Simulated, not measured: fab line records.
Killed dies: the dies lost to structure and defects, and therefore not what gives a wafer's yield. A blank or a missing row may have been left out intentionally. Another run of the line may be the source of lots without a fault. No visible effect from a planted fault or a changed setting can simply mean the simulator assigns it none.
Struck lot and sound lot, side by side | flow gf180mcu | 15 steps out of a route of 602
Sound: these wafers, L484.1, L484.2, L484.4. The struck wafers were L479.1, L479.2, L479.5. The cause is named last.
For every step that has rows: the tool of each side, followed by ch and its chambers, followed by its first start. Under that, the readings that differ: sound wafers | struck wafers | difference of the means | sigmas: that difference in standard deviations of wafers without a fault.
alike: words and numbers the same on both sides, and readings whose means are apart by under 2 such deviations; not compared: readings that were withheld, readings missing a value for some wafer, numbers with overlapping values and no deviation given by the record, and bounds like >300 which may hide the same value.
Wherever a step has rows on one side only, a row that says differs or no value, or a row with sigmas, the two part there. When numbers do not overlap yet have no deviation, they are printed without sigmas and do not part them. Lack of a reading on every wafer of one side parts them only where that side has two or more wafers.

first, 1 step without rows for these wafers: GF_POLY_GATE_CVD_00 (deposits poly-Si, target thk 200 nm, time 1200 s).
GF_POLY_GATE_THK_MEAS_01:
  sound on film metro-02 at day 12 14:22; struck on film metro-02 at day 11 02:19
  alike: POLY_GATE_CVD_00_THK
then, 8 steps without rows for these wafers: GF_POLY_GATE_DEHYDRATE_02 (time 60 s); GF_POLY_GATE_HMDS_03 (prime time 60 s); GF_POLY_GATE_COAT_04; GF_POLY_GATE_COAT_05 (resist thk 700 nm); GF_POLY_GATE_SOFTBAKE_06 (time 60 s); GF_POLY_GATE_EXPOSE_07 (exposes mask Poly2, target cd 280 nm); GF_POLY_GATE_PEB_08 (peb time 90 s); GF_POLY_GATE_DEVELOP_09 (develop time 60 s).
GF_POLY_GATE_CD_MEAS_10: target cd 280 nm.
  sound on cd sem-01 at day 13 09:48; struck on cd sem-01 at day 11 21:54
  alike: cd nm
GF_POLY_GATE_OVL_MEAS_11:
  sound on overlay-02 at day 13 09:55; struck on overlay-02 at day 11 22:01
  alike: POLY_GATE_OVL
GF_POLY_GATE_ETCH_12: etches BARC in N2/H2.
  sound on rie diel-03 ch 0,1,3, day 13 09:58; struck on rie diel-01 ch 0,2,3, day 11 22:04
  reading    | sound             | struck         | difference | sigmas
  bias w (W) | 100.2 100.5 100.2 | 91.1 91.4 91.3 | -9.0       | -29
  alike: drypump motor current A, oes product au, throttle valve pct
GF_POLY_GATE_ETCH_13: etches poly-Si in HBr/Cl2, stops on SiO2, target depth 198.5 nm, time 69.6 s.
  sound on rie si-02 ch 0,1,2, day 13 10:01; struck on rie si-02 ch 0,1,2, day 11 22:07
  alike: bias w, drypump motor current A, oes product au, throttle valve pct
  not compared: rf hours counter h
-- here the record skips 20 days between the struck wafers' starts before and after, leaving off in module POLY_GATE and picking up in module PASSIVATION (first step shown: number 602 of the route) --
GF_PASSIVATION_PROBE_99:
  only the struck wafers here have rows in the record (prober-01, day 31 19:46); the sound ones have none

WHERE THEY PART
Earliest at GF_POLY_GATE_ETCH_12; latest, in this record, at GF_PASSIVATION_PROBE_99.

WHY: what had been put in by the simulator
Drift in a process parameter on rie diel-01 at GF_POLY_GATE_ETCH_12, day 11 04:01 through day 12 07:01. From 100, the setting bias w moved by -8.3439. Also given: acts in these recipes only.
